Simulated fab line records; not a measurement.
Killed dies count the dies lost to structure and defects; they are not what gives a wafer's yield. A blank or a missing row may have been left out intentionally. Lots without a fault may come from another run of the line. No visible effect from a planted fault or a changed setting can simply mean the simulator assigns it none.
Check of tool commonality -- flow sky130 -- Sampled: 10 lots, 30 wafers

== REASON IT WAS OPENED ==
At SKY_METAL1_RS_MEAS_05 the reading METAL1_ALCU_RS is flagged on 2 of 10 lots. No-fault wafers: 0.1268 ohm/sq, standard deviation 0.0013.
Rule: a lot gets a flag if all its wafers with a number sit over 4 standard deviations from that mean, or if no wafer of it has a number. The other lots count as sound.

lot,measured,on,"METAL1_ALCU_RS (ohm/sq), wafer by wafer",flag
L831,day 32 01:07,filmMetro-04,0.1277 0.1289 0.1283,
L832,day 32 06:32,filmMetro-03,0.1257 0.1260 0.1257,
L836,day 33 18:53,filmMetro-02,0.1257 0.1245 0.1275,
L835,day 33 20:10,filmMetro-02,0.1265 0.1272 0.1252,
L839,day 35 03:08,filmMetro-03,0.1289 0.1264 0.1277,
L840,day 35 03:48,filmMetro-03,0.1281 0.1269 0.1271,
L847,day 37 12:58,filmMetro-02,0.1253 0.1263 0.1260,
L849,day 37 17:31,filmMetro-03,0.2166 0.2177 0.2169,FLAGGED
L850,day 38 01:28,filmMetro-04,0.1282 0.1267 0.1271,
L854,day 39 03:46,filmMetro-04,0.2215 0.2195 0.2218,FLAGGED
The mean of the flagged lots' numbers is 0.2190 ohm/sq, +0.0922 ohm/sq from the usual (+71 standard deviations).

== LOT BY LOT: THE TOOL USED ==
3 process steps preceding the reading are held in the record, out of 708 steps in the route. Each cell gives the tool, then ch followed by the chambers the sampled wafers passed through, then the start.
lot,flag,SKY_LOCAL_INTERCONNECT_SPUTTER_00,SKY_METAL1_SPUTTER_02,SKY_METAL1_SPUTTER_04
L831,,"pvdSputter-02, day 29 13:31","pvdSputter-03, day 32 01:01","pvdSputter-03, day 32 01:04"
L832,,"pvdSputter-04, day 29 19:40","pvdSputter-01, day 32 06:22","pvdSputter-01, day 32 06:25"
L836,,"pvdSputter-03, day 31 08:37","pvdSputter-03, day 33 18:44","pvdSputter-03, day 33 18:47"
L835,,"pvdSputter-04, day 31 02:01","pvdSputter-03, day 33 20:03","pvdSputter-03, day 33 20:05"
L839,,"pvdSputter-02, day 32 18:19","pvdSputter-04, day 35 03:03","pvdSputter-04, day 35 03:05"
L840,,"pvdSputter-04, day 32 18:38","pvdSputter-01, day 35 03:41","pvdSputter-01, day 35 03:44"
L847,,"pvdSputter-03, day 35 04:41","pvdSputter-01, day 37 12:52","pvdSputter-01, day 37 12:54"
L849,FLAGGED,"pvdSputter-03, day 35 10:38","pvdSputter-01, day 37 17:23","pvdSputter-01, day 37 17:26"
L850,,"pvdSputter-02, day 35 18:00","pvdSputter-04, day 38 01:22","pvdSputter-04, day 38 01:25"
L854,FLAGGED,"pvdSputter-02, day 36 18:34","pvdSputter-01, day 39 03:40","pvdSputter-01, day 39 03:42"
What the steps here do:
- SKY_LOCAL_INTERCONNECT_SPUTTER_00: material TiN, target thk 100 nm, time 83.3 s.
- SKY_METAL1_SPUTTER_02: material AlCu, target thk 250 nm, time 13.3 s.
- SKY_METAL1_SPUTTER_04: material TiN, target thk 70 nm, time 58.3 s.
- SKY_METAL1_RS_MEAS_05: measures by four-point-probe.

== FLAGGED AGAINST TOTAL, ONE TOOL AT A TIME (gauges that did the reading follow at the end) ==
step,tool,lots run,flagged,share of the flagged lots,sound lots run after its first flagged lot
SKY_LOCAL_INTERCONNECT_SPUTTER_00,pvdSputter-02,4,1,some,0
SKY_LOCAL_INTERCONNECT_SPUTTER_00,pvdSputter-03,3,1,some,0
SKY_LOCAL_INTERCONNECT_SPUTTER_00,pvdSputter-04,3,0,none,-
SKY_METAL1_SPUTTER_02,pvdSputter-01,5,2,all,0
SKY_METAL1_SPUTTER_02,pvdSputter-03,3,0,none,-
SKY_METAL1_SPUTTER_02,pvdSputter-04,2,0,none,-
SKY_METAL1_SPUTTER_04,pvdSputter-01,5,2,all,0
SKY_METAL1_SPUTTER_04,pvdSputter-03,3,0,none,-
SKY_METAL1_SPUTTER_04,pvdSputter-04,2,0,none,-
SKY_METAL1_RS_MEAS_05,filmMetro-02,3,0,none,-
SKY_METAL1_RS_MEAS_05,filmMetro-03,4,1,some,0
SKY_METAL1_RS_MEAS_05,filmMetro-04,3,1,some,0

== WHAT THE TABLE ALLOWS ==
Table rows that saw every flagged lot: 2, namely pvdSputter-01 at SKY_METAL1_SPUTTER_02 and pvdSputter-01 at SKY_METAL1_SPUTTER_04.
- pvdSputter-01 at SKY_METAL1_SPUTTER_02 ran 5 lots, 2 of them flagged. A fault beginning between L847 (day 37 12:52), its last sound lot, and L849 (day 37 17:23), its first flagged one, fits the data.
- pvdSputter-01 at SKY_METAL1_SPUTTER_04 ran 5 lots, 2 of them flagged. A fault beginning between L847 (day 37 12:54), its last sound lot, and L849 (day 37 17:26), its first flagged one, fits the data.
pvdSputter-01 at SKY_METAL1_SPUTTER_02 and SKY_METAL1_SPUTTER_04 is the single tool remaining.

== WHAT THE SIMULATOR PUT IN ==
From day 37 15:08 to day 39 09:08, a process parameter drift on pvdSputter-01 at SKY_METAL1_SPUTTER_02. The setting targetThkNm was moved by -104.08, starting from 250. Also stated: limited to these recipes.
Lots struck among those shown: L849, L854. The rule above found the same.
